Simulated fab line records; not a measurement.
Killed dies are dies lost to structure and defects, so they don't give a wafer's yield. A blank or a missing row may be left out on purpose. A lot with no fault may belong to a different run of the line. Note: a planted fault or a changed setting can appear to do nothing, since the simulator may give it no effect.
fab line records	flow sky130
record lots=13	wafers=39	last-day=50
route steps=708 shown GATE_OXIDE@203 RES_PROTECT@215 POLY_GATE@229 LDD_N@244 PAD_OPEN@708
lots that met no fault: from a run of the same line without faults
start-h: start of the lot's first displayed wafer, in hours after the record's first day	wait-h: how many hours have passed since the lot's step before this one	" identical to the entry in the row above	L1.1+2: one row covering several wafers at once	- either no value or no given start	* or withheld: withheld	< > ~ a bound
route shown NAME@n: names a module that has steps shown in the file, with the first one's number in the route	usual: mean/standard deviation of fault-free wafers	same: alike in all rows	chamber/n: place in a boat	sites: per-site readings	_std_site: how widely they spread, as a standard deviation	_edge_site: inner sites' mean taken away from outer sites' mean	radius-mm: how far each site lies from the wafer's centre	mask NAME#n: copy n	behind: the most recent tool/chamber to have shaped the wafer	hold: why the lot was held/for how many hours/how that ended	device: whichever transistor did not switch (one of n, p or np)	end of line: tests run on the same wafers once the route is complete	a step without rows: its recipe alone	killed: not the wafer's yield, but the dies lost to structure and defects at the first sort	map: a wafer's dies, x killed, . not, _ none there
set.NAME: setting as actually run; set.NAME@STEP: the setting as run at that earlier step	model.NAME: the simulator's own value behind a step, which no gauge read
one table for each step of the route and one row for each wafer, over a sample of lots
services: from which hour (start-h, from the record's first day; less than 0 if before it) a tool's chamber was out of use, for how many hours, and why
## steps
# step SKY_GATE_OXIDE_OXIDATION_16
# recipe temp-c=800	ambient=O2	idle-temp-c=700	ramp-up-c-per-min=10	ramp-down-c-per-min=3	stabilise-s=600	purge-s=300	target-thk-a=35.7	ox-time-s=1915
# usual ramp-up-c-per-min=9.9998/0.0018
# same stabilise-s=600
lot.wafer	tool	chamber	start-h	wait-h	ramp-up-c-per-min
L574.1	furnace-01	0	272.70	1.7	9.9986
L574.4	"	0	"	"	9.9990
L574.6	"	0	"	"	10.001
L577.1	furnace-01	0	349.21	1.0	10.000
L577.4	"	0	"	"	9.9991
L577.5	"	0	"	"	10.002
L578.2	furnace-01	0	349.21	1.1	9.9973
L578.3	"	0	"	"	10.003
L578.6	"	0	"	"	9.9994
L579.1	furnace-02	0	358.15	1.0	9.9998
L579.5	"	0	"	"	10.000
L579.6	"	0	"	"	10.001
L581.2	furnace-01	0	382.28	6.3	10.0000
L581.5	"	0	"	"	9.9994
L581.6	"	0	"	"	10.001
L581.2	furnace-01	0	385.20	1.4	10.000
L581.5	"	0	"	"	10.001
L581.6	"	0	"	"	9.9999
L584.1	furnace-01	0	405.70	0.4	10.001
L584.3	"	0	"	"	10.002
L584.5	"	0	"	"	9.9988
L585.1	furnace-01	0	414.30	0.0	10.000
L585.4	"	0	"	"	10.002
L585.6	"	0	"	"	10.003
L586.1	furnace-01	0	468.73	1.9	10.002
L586.3	"	0	"	"	9.9988
L586.5	"	0	"	"	10.002
L586.1	furnace-01	0	471.61	1.3	10.002
L586.3	"	0	"	"	10.001
L586.5	"	0	"	"	9.9981
L591.2	furnace-01	0	468.73	0.0	9.9970
L591.3	"	0	"	"	10.0000
L591.4	"	0	"	"	9.9967
L592.2	furnace-02	0	471.97	0.2	10.003
L592.3	"	0	"	"	9.9998
L592.5	"	0	"	"	9.9974
L595.2	furnace-02	0	515.16	0.0	10.000
L595.3	"	0	"	"	9.9998
L595.6	"	0	"	"	9.9976
L596.1	furnace-01	0	516.35	0.9	9.9991
L596.5	"	0	"	"	9.9982
L596.6	"	0	"	"	10.000
L597.1	furnace-02	0	527.35	0.0	10.001
L597.4	"	0	"	"	10.002
L597.6	"	0	"	"	10.003
# step SKY_RES_PROTECT_TW_MEAS_08
# usual POLY_GATE_TW=4059/35
lot.wafer	tool	chamber	start-h	wait-h	POLY_GATE_TW
L574.1	film-metro-02	-	300.20	0.1	4114
L574.4	"	-	"	"	4121
L574.6	"	-	"	"	4094
L577.1	film-metro-04	-	380.01	0.1	4052
L577.4	"	-	"	"	4044
L577.5	"	-	"	"	4072
L578.2	film-metro-04	-	380.51	0.1	4047
L578.3	"	-	"	"	4051
L578.6	"	-	"	"	4048
L579.1	film-metro-02	-	389.27	0.1	4112
L579.5	"	-	"	"	4094
L579.6	"	-	"	"	4100
L581.2	film-metro-04	-	412.36	0.1	4034
L581.5	"	-	"	"	4065
L581.6	"	-	"	"	4036
L584.1	film-metro-01	-	440.17	0.1	4028
L584.3	"	-	"	"	3992
L584.5	"	-	"	"	4000
L585.1	film-metro-02	-	447.32	0.1	4099
L585.4	"	-	"	"	4085
L585.6	"	-	"	"	4064
L586.1	film-metro-04	-	502.92	0.1	4039
L586.3	"	-	"	"	4070
L586.5	"	-	"	"	4053
L591.2	film-metro-04	-	503.97	0.1	4048
L591.3	"	-	"	"	4068
L591.4	"	-	"	"	4056
L592.2	film-metro-02	-	506.28	0.1	4073
L592.3	"	-	"	"	4082
L592.5	"	-	"	"	4081
L595.2	film-metro-01	-	549.57	0.1	3990
L595.3	"	-	"	"	4003
L595.6	"	-	"	"	3984
L596.1	film-metro-02	-	551.41	0.1	4049
L596.5	"	-	"	"	4056
L596.6	"	-	"	"	4052
L597.1	film-metro-02	-	561.10	0.1	4059
L597.4	"	-	"	"	4075
L597.6	"	-	"	"	4063
# step SKY_POLY_GATE_ETCH_15
# recipe chemistry=N2/H2	target=BARC	ion-energy-ev=200	source-w=500	bias-w=100	pressure-mtorr=30	n2-flow-sccm=100	h2-flow-sccm=200	stop-on=SiO2	time-s=118.5	target-depth-a=1100
# usual chamber-pressure-mTorr=30.008/0.027	drypump-motor-current-A=5.8/0.47	oes-product-au=0.716/0.0048	throttle-valve-pct=13.213/0.0096
lot.wafer	tool	chamber	start-h	wait-h	chamber-pressure-mTorr	drypump-motor-current-A	oes-product-au	rf-hours-counter-h	throttle-valve-pct
L574.1	rie-diel-02	2	333.53	0.0	30.036	5.6	0.712	13	13.205
L574.4	"	0	"	"	29.964	5.1	0.716	97	13.208
L574.6	"	0	"	"	30.047	5.1	0.723	-	13.220
L577.1	rie-diel-04	1	410.53	0.0	29.980	5.5	0.717	2	13.210
L577.4	"	1	"	"	30.048	5.5	0.714	-	13.193
L577.5	"	2	"	"	30.027	5.8	0.719	-	13.207
L578.2	rie-diel-02	3	411.83	0.0	29.979	5.9	0.724	1	13.202
L578.3	"	0	"	"	30.006	5.1	0.719	99	13.212
L578.6	"	1	"	"	30.012	6.3	0.716	-	13.214
L579.1	rie-diel-04	2	422.73	0.0	30.033	5.8	0.716	7	13.211
L579.5	"	2	"	"	30.002	5.8	0.715	-	13.213
L579.6	"	1	"	"	30.008	5.5	0.707	-	13.214
L581.2	rie-diel-04	3	445.98	0.0	30.028	6.4	0.715	1	13.212
L581.5	"	0	"	"	29.984	6.0	0.718	-	13.217
L581.6	"	1	"	"	30.010	5.5	0.710	-	13.203
L584.1	rie-diel-04	2	473.33	0.0	29.977	5.8	0.722	8	13.208
L584.3	"	0	"	"	30.002	6.0	0.719	79	13.217
L584.5	"	1	"	"	30.029	5.5	0.715	-	13.223
L585.1	rie-diel-04	0	479.83	0.0	30.036	6.0	0.724	80	13.210
L585.4	"	1	"	"	29.982	5.5	0.712	3	13.201
L585.6	"	3	"	"	30.015	6.5	0.723	-	13.208
L586.1	rie-diel-04	1	537.21	0.0	30.006	5.5	0.721	4	13.226
L586.3	"	2	"	"	29.992	5.8	0.721	9	13.203
L586.5	"	0	"	"	30.049	6.0	0.714	-	13.210
L591.2	rie-diel-01	1	537.91	0.0	30.016	4.9	0.717	9	13.216
L591.3	"	3	"	"	30.012	6.5	0.708	1	13.229
L591.4	"	1	"	"	29.968	4.9	0.721	-	13.225
L592.2	rie-diel-02	2	539.35	0.0	29.998	5.6	0.719	17	13.215
L592.3	"	0	"	"	30.006	5.1	0.716	1	13.218
L592.5	"	2	"	"	29.981	5.6	0.718	-	13.218
L596.1	rie-diel-02	3	584.61	0.0	30.002	5.9	0.724	4	13.220
L596.5	"	1	"	"	30.032	6.3	0.718	-	13.215
L596.6	"	2	"	"	30.069	5.6	0.711	-	13.201
L595.2	rie-diel-04	0	584.71	0.0	30.007	6.0	0.710	0	13.205
L595.3	"	3	"	"	29.990	6.5	0.714	4	13.220
L595.6	"	1	"	"	30.030	5.5	0.721	-	13.216
L597.1	rie-diel-04	3	592.66	0.0	30.014	6.5	0.715	4	13.197
L597.4	"	0	"	"	29.934	6.0	0.709	0	13.200
L597.6	"	0	"	"	30.024	6.0	0.708	-	13.230
# step SKY_LDD_N_OVL_MEAS_07
# usual LDD_N_OVL=0.5/1.2
lot.wafer	tool	chamber	start-h	wait-h	LDD_N_OVL[nm]
L574.1	overlay-02	-	363.66	0.1	0.0
L574.4	"	-	"	"	1.4
L574.6	"	-	"	"	1.4
L577.1	overlay-01	-	444.60	0.1	0.4
L577.4	"	-	"	"	-0.4
L577.5	"	-	"	"	-0.5
L578.2	overlay-02	-	444.91	0.1	1.4
L578.3	"	-	"	"	0.5
L578.6	"	-	"	"	2.3
L579.1	overlay-02	-	455.25	0.1	-0.6
L579.5	"	-	"	"	-0.6
L579.6	"	-	"	"	-0.4
L581.2	overlay-01	-	478.86	0.1	-1.5
L581.5	"	-	"	"	0.0
L581.6	"	-	"	"	0.6
L584.1	overlay-01	-	506.40	0.1	1.5
L584.3	"	-	"	"	0.7
L584.5	"	-	"	"	0.8
L585.1	overlay-01	-	513.26	0.1	0.7
L585.4	"	-	"	"	0.8
L585.6	"	-	"	"	1.9
L586.1	overlay-01	-	569.77	0.1	1.8
L586.3	"	-	"	"	0.7
L586.5	"	-	"	"	0.7
L591.2	overlay-01	-	570.42	0.1	1.5
L591.3	"	-	"	"	0.4
L591.4	"	-	"	"	1.3
L592.2	overlay-02	-	573.13	0.1	-0.7
L592.3	"	-	"	"	0.2
L592.5	"	-	"	"	-0.4
L595.2	overlay-02	-	616.86	0.1	0.8
L595.3	"	-	"	"	0.8
L595.6	"	-	"	"	1.2
L596.1	overlay-02	-	617.15	0.1	-2.5
L596.5	"	-	"	"	0.6
L596.6	"	-	"	"	-2.6
L597.1	overlay-01	-	624.41	0.1	1.3
L597.4	"	-	"	"	1.8
L597.6	"	-	"	"	1.1
# step SKY_PAD_OPEN_PROBE_99
# usual killed_at_M0_to_M3=43/6.6	killed_at_M4_up=3.2/1.8	killed-at-contacts=24/5	killed-at-front-end=15/4.5	killed-at-other=0.2/0.46	killed-dies=86/8.8	killed-open=48/6.6	killed-short=38/6.1
# same gross-dies=492	killed-at-back-side=0
lot.wafer	tool	chamber	start-h	wait-h	killed_at_M0_to_M3	killed_at_M4_up	killed-at-contacts	killed-at-front-end	killed-at-other	killed-dies	killed-open	killed-short
L574.1	prober-02	-	1050.73	0.1	44	6	26	11	0	87	43	44
L574.4	prober-02	-	1050.88	0.2	58	5	30	17	0	110	63	47
L574.6	prober-02	-	1050.98	0.2	50	1	27	20	0	98	59	39
L578.2	prober-02	-	1107.75	0.1	35	3	23	17	1	79	46	33
L578.3	prober-02	-	1107.80	0.2	38	4	19	26	0	87	50	37
L578.6	prober-02	-	1107.95	0.2	45	3	28	13	0	89	51	38
L591.2	prober-02	-	1184.86	0.1	42	0	16	17	0	75	39	36
L591.3	prober-02	-	1184.91	0.2	37	5	29	21	1	93	44	49
L591.4	prober-02	-	1184.96	0.2	36	4	30	16	0	86	50	36
L592.2	prober-01	-	1185.86	0.1	35	4	24	9	0	72	41	31
L592.3	prober-01	-	1185.91	0.2	43	4	20	13	0	80	46	34
L592.5	prober-01	-	1186.01	0.2	48	2	24	15	2	91	48	43
L595.2	prober-02	-	1207.77	0.1	48	4	30	15	0	97	53	44
L595.3	prober-02	-	1207.82	0.2	48	6	28	12	0	94	50	44
L595.6	prober-02	-	1207.97	0.2	42	5	18	17	0	82	50	32
L596.1	prober-01	-	1208.83	0.1	27	5	34	16	0	82	39	43
L596.5	prober-01	-	1209.03	0.2	38	2	17	13	0	70	39	31
L597.1	prober-01	-	1211.13	0.1	37	2	22	11	0	72	34	38
L597.4	prober-01	-	1211.28	0.2	39	4	22	16	0	81	43	38
L597.6	prober-01	-	1211.38	0.2	53	3	21	12	0	89	44	45
# killed by level:class
L574.1 VIA1:geometric-particle:open=8 VIA3:geometric-particle:open=8 LOCAL_INTERCONNECT:geometric-particle:short=7 CONTACT:geometric-particle:open=7 LI_CONTACT:geometric-particle:open=6 METAL4:geometric-particle:short=6 VIA1:geometric-particle:short=5 METAL3:geometric-particle:short=5
L574.4 VIA1:geometric-particle:open=17 CONTACT:geometric-particle:open=11 VIA3:geometric-particle:open=8 FIELD_ISO:geometric-particle:short=7 CONTACT:geometric-particle:short=7 VIA2:geometric-particle:open=7 LI_CONTACT:geometric-particle:open=5 METAL2:geometric-particle:short=5
L574.6 VIA1:geometric-particle:open=13 CONTACT:geometric-particle:open=9 LI_CONTACT:geometric-particle:open=8 FIELD_ISO:geometric-particle:open=7 FIELD_ISO:geometric-particle:short=7 VIA2:geometric-particle:open=7 VIA3:geometric-particle:open=6 VIA3:geometric-particle:short=4
L578.2 VIA1:geometric-particle:open=13 CONTACT:geometric-particle:open=7 POLY_GATE:geometric-particle:open=6 VIA2:geometric-particle:short=6 POLY_GATE:geometric-particle:short=5 VIA3:geometric-particle:open=5 LI_CONTACT:geometric-particle:open=4 LI_CONTACT:geometric-particle:short=4
L578.3 FIELD_ISO:geometric-particle:open=8 VIA1:geometric-particle:open=8 METAL2:geometric-particle:short=7 VIA2:geometric-particle:open=7 LI_CONTACT:geometric-particle:open=5 FIELD_ISO:geometric-particle:short=4 POLY_GATE:geometric-particle:short=4 LI_CONTACT:geometric-particle:short=4
L578.6 VIA1:geometric-particle:open=12 LI_CONTACT:geometric-particle:open=8 CONTACT:geometric-particle:open=8 VIA2:geometric-particle:open=6 VIA1:geometric-particle:short=6 CONTACT:geometric-particle:short=5 VIA3:geometric-particle:open=5 FIELD_ISO:geometric-particle:open=4
L591.2 VIA3:geometric-particle:open=9 VIA1:geometric-particle:short=7 VIA1:geometric-particle:open=7 FIELD_ISO:geometric-particle:short=6 LI_CONTACT:geometric-particle:open=6 CONTACT:geometric-particle:open=5 POLY_GATE:geometric-particle:short=4 POLY_GATE:geometric-particle:open=4
L591.3 LI_CONTACT:geometric-particle:open=10 METAL1:geometric-particle:short=7 CONTACT:geometric-particle:open=7 FIELD_ISO:geometric-particle:open=6 CONTACT:geometric-particle:short=6 VIA3:geometric-particle:open=6 VIA1:geometric-particle:short=5 VIA1:geometric-particle:open=5
L591.4 CONTACT:geometric-particle:open=10 CONTACT:geometric-particle:short=9 VIA2:geometric-particle:open=9 VIA1:geometric-particle:open=8 POLY_GATE:geometric-particle:open=7 LI_CONTACT:geometric-particle:open=6 VIA1:geometric-particle:short=5 FIELD_ISO:geometric-particle:open=4
L592.2 VIA1:geometric-particle:open=11 CONTACT:geometric-particle:open=9 CONTACT:geometric-particle:short=6 VIA2:geometric-particle:open=5 LOCAL_INTERCONNECT:geometric-particle:short=5 FIELD_ISO:geometric-particle:short=3 LI_CONTACT:geometric-particle:open=3 METAL1:geometric-particle:short=3
L592.3 VIA1:geometric-particle:open=11 CONTACT:geometric-particle:open=10 VIA1:geometric-particle:short=6 LI_CONTACT:geometric-particle:open=5 CONTACT:geometric-particle:short=5 VIA3:geometric-particle:open=5 FIELD_ISO:geometric-particle:open=4 POLY_GATE:geometric-particle:short=4
L592.5 VIA1:geometric-particle:open=10 CONTACT:geometric-particle:open=9 VIA2:geometric-particle:open=8 VIA1:geometric-particle:short=6 METAL2:geometric-particle:short=5 LI_CONTACT:geometric-particle:open=5 FIELD_ISO:geometric-particle:short=4 LOCAL_INTERCONNECT:geometric-particle:short=4
L595.2 VIA3:geometric-particle:open=10 VIA1:geometric-particle:open=10 LOCAL_INTERCONNECT:geometric-particle:short=8 LI_CONTACT:geometric-particle:open=8 METAL2:geometric-particle:short=6 CONTACT:geometric-particle:short=6 VIA2:geometric-particle:open=6 CONTACT:geometric-particle:open=5
L595.3 VIA3:geometric-particle:open=9 VIA1:geometric-particle:open=9 VIA2:geometric-particle:open=9 LI_CONTACT:geometric-particle:open=8 CONTACT:geometric-particle:open=8 METAL4:geometric-particle:short=6 FIELD_ISO:geometric-particle:short=5 LOCAL_INTERCONNECT:geometric-particle:short=5
L595.6 VIA1:geometric-particle:open=12 FIELD_ISO:geometric-particle:open=9 VIA2:geometric-particle:open=7 CONTACT:geometric-particle:open=6 VIA3:geometric-particle:open=6 LI_CONTACT:geometric-particle:open=5 METAL4:geometric-particle:short=5 POLY_GATE:geometric-particle:short=4
L596.1 CONTACT:geometric-particle:open=12 LOCAL_INTERCONNECT:geometric-particle:short=7 VIA1:geometric-particle:open=6 VIA1:geometric-particle:short=6 LI_CONTACT:geometric-particle:open=6 CONTACT:geometric-particle:short=6 FIELD_ISO:geometric-particle:open=5 METAL4:geometric-particle:short=5
L596.5 VIA1:geometric-particle:open=7 VIA2:geometric-particle:open=7 CONTACT:geometric-particle:open=6 METAL1:geometric-particle:short=5 VIA3:geometric-particle:open=5 FIELD_ISO:geometric-particle:open=4 LI_CONTACT:geometric-particle:open=4 CONTACT:geometric-particle:short=4
L597.1 VIA1:geometric-particle:open=8 CONTACT:geometric-particle:open=7 METAL2:geometric-particle:short=6 VIA2:geometric-particle:open=6 LI_CONTACT:geometric-particle:open=5 POLY_GATE:geometric-particle:short=5 CONTACT:geometric-particle:short=5 METAL1:geometric-particle:short=5
L597.4 VIA1:geometric-particle:open=11 CONTACT:geometric-particle:open=10 VIA3:geometric-particle:open=6 METAL2:geometric-particle:short=5 VIA2:geometric-particle:open=5 LI_CONTACT:geometric-particle:short=4 LI_CONTACT:geometric-particle:open=4 METAL4:geometric-particle:short=4
L597.6 METAL2:geometric-particle:short=11 VIA3:geometric-particle:open=7 VIA2:geometric-particle:open=7 VIA3:geometric-particle:short=6 FIELD_ISO:geometric-particle:open=5 LI_CONTACT:geometric-particle:short=5 CONTACT:geometric-particle:open=5 METAL2:geometric-particle:open=5
## services
tool	chamber	start-h	hours	kind
furnace-02	-	252.54	5.1	repair
furnace-01	-	285.72	3.1	pm
rie-diel-02	1	288.14	20.0	repair
furnace-02	-	292.59	3.3	pm
rie-diel-02	-	299.16	1.2	repair
rie-diel-04	-	300.45	2.8	pm
rie-diel-01	-	364.71	4.3	pm
furnace-02	-	369.74	17.9	pm
rie-diel-01	-	384.23	28.1	pm
furnace-01	-	388.11	4.6	pm
furnace-01	-	392.72	2.9	pm
furnace-02	-	411.63	7.2	pm
rie-diel-04	1	417.96	4.5	repair
rie-diel-04	0	419.42	3.5	repair
rie-diel-01	-	429.62	0.3	repair
furnace-02	-	453.01	10.2	pm
furnace-02	-	463.24	3.2	pm
rie-diel-04	0	481.27	7.2	repair
rie-diel-01	1	487.94	9.5	repair
furnace-02	-	518.04	4.7	pm
rie-diel-02	3	537.09	18.5	repair
furnace-01	-	544.99	3.3	pm
furnace-02	-	546.53	16.4	repair
rie-diel-01	1	579.93	1.5	repair
## key
first-sign step=SKY_GATE_OXIDE_OXIDATION_16	reading=visit	direction=added
effect none on later readings
met-at SKY_GATE_OXIDE_OXIDATION_16
struck-lots L581,L586
tester-left-out L581,L586
not-acting-at SKY_RES_PROTECT_TW_MEAS_08,SKY_POLY_GATE_ETCH_15,SKY_LDD_N_OVL_MEAS_07
fault kind=repeated-step-whole	tool=furnace-01,furnace-02	chamber=-	onset-h=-	steps=SKY_GATE_OXIDE_OXIDATION_16	times=1	scope=struck-lots-only
# tester-left-out: of these lots the tester's yield and bins aren't shown, on N5 and GAA mostly nor the transistor test; their killed dies are dies lost to structure and defects alone, not to doping, threshold or leakage, so they don't give the yield
